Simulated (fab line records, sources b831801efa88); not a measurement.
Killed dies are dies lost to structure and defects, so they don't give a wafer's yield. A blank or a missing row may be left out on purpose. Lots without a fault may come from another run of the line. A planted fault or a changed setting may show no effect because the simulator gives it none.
A struck lot beside a sound one | flow sky130 | 18 steps out of a route of 708
Sound: wafers L816.1, L816.2, L816.5. Struck: wafer L811.3. The cause comes at the end.
At each step with rows: each side's tool, then ch and its chambers, then its first start. Under that, the readings that differ: sound wafers | struck wafers | difference of the means | sigmas: that difference in standard deviations of wafers without a fault.
alike: readings whose means differ by less than 2 such deviations, and words and numbers that are the same on both sides. not compared: withheld readings, readings that some wafer has no value for, bounds like >300 that may hide the same value, and numbers for which the record gives no deviation and whose values overlap.
The two part at a step that has a row with sigmas, a row that says differs or no value, or rows on one side only. Numbers that don't overlap but have no deviation are shown without sigmas and don't part them. A reading that every wafer of one side lacks parts them only if that side has two wafers or more.

first, 1 step without rows for these wafers: SKY_VIA1_ETCH_15 (etches SiO2 in C4F8/O2/Ar, stops on TiN, target depth 351 nm, time 54 s).
SKY_VIA1_STRIP_16: strips in O2/N2.
  sound on plasma_asher-01 ch 0,1, day 38 00:15; struck on plasma_asher-04 ch 1, day 36 12:16
  alike: drypump_motor_current_A, oes_product_au, strip_time_to_endpoint_s
  not compared: rf_hours_counter_h
then, 3 steps without rows for these wafers: SKY_VIA1_STRIP_17 (strips in post etch residue remover, time 1200 s); SKY_VIA1_CLEAN_18 (cleans in IPA, time 180 s); SKY_VIA1_CLEAN_19 (cleans in O3/DIW).
SKY_VIA1_SPUTTER_20: material TiN, target thk 20 nm, time 80 s.
  sound on pvd_sputter-02, day 38 00:51; struck on pvd_sputter-02, day 36 12:49
  alike: chamber_pressure_pa, throttle_valve_pct
then, 1 step without rows for these wafers: SKY_VIA1_CVD_21 (deposits W, target thk 270 nm, time 80.902 s).
SKY_VIA1_RS_MEAS_22: measures by four-point-probe.
  sound on film_metro-03, day 38 01:00; struck on film_metro-03, day 36 13:01
  alike: VIA1_W_RS
SKY_VIA1_THK_MEAS_23: measures by xrf.
  sound on film_metro-03, day 38 01:07; struck on film_metro-03, day 36 13:07
  alike: VIA1_W_THK
SKY_VIA1_CMP_24: polishes, stops on SiO2, t overpolish 15 s, target thk 0 nm.
  sound on cmp-01 ch 0,1, day 38 01:11; struck on cmp-02 ch 0, day 36 13:09
  reading             | sound          | struck | difference | sigmas
  motor_current_A (A) | 12.0 12.9 13.5 | 10.1   | -2.7       | -2
  alike: overpolish_run_s, slurry_filter_dp_kPa, time_to_endpoint_s
then, 1 step without rows for these wafers: SKY_METAL2_SPUTTER_00 (material Ti, target thk 15 nm, time 10 s).
SKY_METAL2_SPUTTER_01: material TiN, target thk 20 nm, time 16.7 s.
  sound on pvd_sputter-03, day 38 01:30; struck on pvd_sputter-01, day 36 13:28
  alike: chamber_pressure_pa, throttle_valve_pct
SKY_METAL2_SPUTTER_02: material AlCu, target thk 250 nm, time 13.3 s.
  sound on pvd_sputter-03, day 38 01:32; struck on pvd_sputter-01, day 36 13:30
  reading                                     | sound             | struck | difference | sigmas
  model.AlCu_of_METAL2_SPUTTER_02.thk_nm (nm) | 245.3 244.3 242.9 | 232.5  | -11.7      |
  alike: chamber_pressure_pa, throttle_valve_pct
then, 1 step without rows for these wafers: SKY_METAL2_SPUTTER_03 (material Ti, target thk 5 nm, time 3.3 s).
SKY_METAL2_SPUTTER_04: material TiN, target thk 70 nm, time 58.3 s.
  sound on pvd_sputter-03, day 38 01:34; struck on pvd_sputter-01, day 36 13:32
  alike: chamber_pressure_pa, throttle_valve_pct
SKY_METAL2_RS_MEAS_05: measures by four-point-probe.
  sound on film_metro-04, day 38 01:37; struck on film_metro-02, day 36 13:38
  reading                 | sound                | struck | difference | sigmas
  METAL2_ALCU_RS (ohm/sq) | 0.1292 0.1299 0.1307 | 0.1365 | +0.0066    | +4
SKY_METAL2_THK_MEAS_06: measures by xrf.
  sound on film_metro-04, day 38 01:44; struck on film_metro-02, day 36 13:44
  reading              | sound       | struck | difference | sigmas
  METAL2_ALCU_THK (nm) | 247 244 242 | 232    | -12        | -4
then, 1 step without rows for these wafers: SKY_METAL2_DEHYDRATE_07 (time 60 s).

WHERE THEY PART
First at SKY_VIA1_CMP_24; last, within this record, at SKY_METAL2_THK_MEAS_06.

WHY: what the simulator had put in
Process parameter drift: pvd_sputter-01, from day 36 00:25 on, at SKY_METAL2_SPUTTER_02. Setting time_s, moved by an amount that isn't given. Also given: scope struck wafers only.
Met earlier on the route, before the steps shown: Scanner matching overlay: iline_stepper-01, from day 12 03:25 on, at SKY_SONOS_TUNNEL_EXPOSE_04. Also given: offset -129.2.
